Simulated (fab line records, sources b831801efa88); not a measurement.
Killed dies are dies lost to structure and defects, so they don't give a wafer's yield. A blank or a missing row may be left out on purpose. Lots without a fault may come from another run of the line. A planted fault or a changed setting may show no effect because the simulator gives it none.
A struck lot beside a sound one | flow gf180mcu | 15 steps out of a route of 602
Sound: wafers L315.2, L315.3, L315.4. Struck: wafers L318.2, L318.4, L318.5. The cause comes at the end.
At each step with rows: each side's tool, then ch and its chambers, then its first start. Under that, the readings that differ: sound wafers | struck wafers | difference of the means | sigmas: that difference in standard deviations of wafers without a fault.
alike: readings whose means differ by less than 2 such deviations, and words and numbers that are the same on both sides. not compared: withheld readings, readings that some wafer has no value for, bounds like >300 that may hide the same value, and numbers for which the record gives no deviation and whose values overlap.
The two part at a step that has a row with sigmas, a row that says differs or no value, or rows on one side only. Numbers that don't overlap but have no deviation are shown without sigmas and don't part them. A reading that every wafer of one side lacks parts them only if that side has two wafers or more.

GF_SAB_ETCH_11: etches SiO2 in C4F8/O2/Ar, target depth 55 nm, time 8.5 s.
  sound on rie_diel-03 ch 0,2,3, day 16 09:34; struck on rie_diel-03 ch 0,1, day 17 06:52
  alike: oes_product_au
  not compared: rf_hours_counter_h
then, 1 step without rows for these wafers: GF_SAB_WET_ETCH_12 (etches SiO2 in dHF, target depth 22 nm, time 440 s).
GF_SAB_STRIP_13: strips in O2/N2.
  sound on plasma_asher-01 ch 0,1, day 16 09:43; struck on plasma_asher-04 ch 0,1, day 17 07:01
  alike: drypump_motor_current_A, heater_power_w, oes_product_au, strip_time_to_endpoint_s
  not compared: rf_hours_counter_h
then, 2 steps without rows for these wafers: GF_SALICIDE_CLEAN_00 (cleans in SC1/SC2, time 150 s); GF_SALICIDE_WET_ETCH_01 (etches SiO2 in dHF, target depth 5 nm, time 100 s).
GF_SALICIDE_SPUTTER_02: material Co, target thk 10 nm, time 20 s.
  sound on pvd_sputter-03, day 16 09:54; struck on pvd_sputter-04, day 17 07:12
  alike: throttle_valve_pct
GF_SALICIDE_SPUTTER_03: material TiN, target thk 20 nm, time 16.7 s.
  sound on pvd_sputter-03, day 16 09:55; struck on pvd_sputter-04, day 17 07:14
  alike: throttle_valve_pct
GF_SALICIDE_RS_MEAS_04: measures by four-point-probe.
  sound on film_metro-01, day 16 09:58; struck on film_metro-02, day 17 07:16
  alike: SALICIDE_TIN_RS
GF_SALICIDE_THK_MEAS_05: measures by xrf.
  sound on film_metro-01, day 16 10:05; struck on film_metro-02, day 17 07:23
  alike: SALICIDE_TIN_THK
then, 2 steps without rows for these wafers: GF_SALICIDE_RTA_06 (time 30 s); GF_SALICIDE_WET_ETCH_07 (etches the open film in SPM, target depth 120 nm).
GF_SALICIDE_RTA_08: time 30 s.
  sound on rtp_anneal-02 ch 0, day 16 10:20; struck on rtp_anneal-01 ch 0, day 17 07:38
  reading            | sound             | struck            | difference | sigmas
  lamp_power_pct (%) | 17.38 17.39 17.39 | 17.64 17.63 17.62 | +0.24      | +2
  alike: chamber_o2_ppm, wafer_temp_C_max
GF_CONTACT_CVD_00: deposits SiO2, target thk 300 nm, time 50 s.
  sound on hdpcvd-01 ch 0,1,2, day 16 10:25; struck on hdpcvd-02 ch 0,2, day 17 07:43
  reading                                  | sound             | struck            | difference | sigmas
  sih4_flow_sccm (sccm)                    | 60.01 59.95 60.09 | 89.85 90.27 90.19 | +30.09     | +99 or more
  model.SiO2_of_CONTACT_CVD_00.thk_nm (nm) | 298.2 302.2 301.2 | 450.9 450.9 454.2 | +151.5     |
  alike: pressure_mtorr
GF_CONTACT_THK_MEAS_01:
  sound on film_metro-04, day 16 10:29; struck on film_metro-04, day 17 08:01
  reading                 | sound             | struck            | difference | sigmas
  CONTACT_CVD_00_THK (nm) | 298.4 302.3 301.4 | 450.6 450.9 454.1 | +151.2     | +54
  not compared: hold
GF_PASSIVATION_PROBE_99:
  the record has rows for the sound wafers here (prober-01, day 30 00:46) and none for the struck ones

WHERE THEY PART
First at GF_SALICIDE_RTA_08; last, within this record, at GF_PASSIVATION_PROBE_99.

WHY: what the simulator had put in
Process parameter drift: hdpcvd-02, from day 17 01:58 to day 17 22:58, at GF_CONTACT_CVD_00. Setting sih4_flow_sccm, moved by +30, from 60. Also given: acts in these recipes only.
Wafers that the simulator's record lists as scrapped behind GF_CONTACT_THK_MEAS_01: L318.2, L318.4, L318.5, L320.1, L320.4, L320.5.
